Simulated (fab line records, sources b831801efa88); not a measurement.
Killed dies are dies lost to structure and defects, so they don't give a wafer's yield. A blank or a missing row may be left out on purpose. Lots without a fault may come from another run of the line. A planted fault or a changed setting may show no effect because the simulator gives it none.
Which tool did it? | flow sky130 | 7 lots, 21 wafers sampled, at 1 step of a route of 708

WHAT THE GAUGES READ, wafer by wafer
SKY_VIA2_RS_MEAS_22: measures by four-point-probe.
lot  | measured     | on            | VIA2_W_RS (ohm/sq)
L889 | day 37 11:36 | film_metro-03 | 0.277 0.272 0.275
L893 | day 38 13:55 | film_metro-04 | 0.279 0.274 0.278
L895 | day 39 08:23 | film_metro-04 | 0.275 0.272 0.271
L900 | day 40 17:52 | film_metro-04 | 0.273 0.270 0.275
L902 | day 41 03:49 | film_metro-03 | 0.275 0.273 0.271
L904 | day 41 10:17 | film_metro-03 | 0.274 0.275 0.271
L906 | day 42 02:25 | film_metro-04 | 0.275 0.270 0.278

WHICH TOOL RAN EACH LOT (tool, then ch and the chambers of the sampled wafers, then the start)
The record holds no process step before these readings.

THE ANSWER, worked out from the rows above alone
Rule: what is usual is taken from the lots themselves. Put in order of their means at a reading, lots are off if they are a third of the lots or fewer, leave a main group of 4 or more, and stand apart from it by a gap of 3 or more times the standard deviation of the main group's means; of several such gaps the widest counts. A main group whose means are all the same, to the digits that the tables above print for the reading, isn't used. A lot without any number at a reading at which 4 lots or more have one is off too. The other lots that the step has rows for count as sound.
No lot is off at any reading shown: from this, nothing can be told.

WHAT THE SIMULATOR HAD PUT IN
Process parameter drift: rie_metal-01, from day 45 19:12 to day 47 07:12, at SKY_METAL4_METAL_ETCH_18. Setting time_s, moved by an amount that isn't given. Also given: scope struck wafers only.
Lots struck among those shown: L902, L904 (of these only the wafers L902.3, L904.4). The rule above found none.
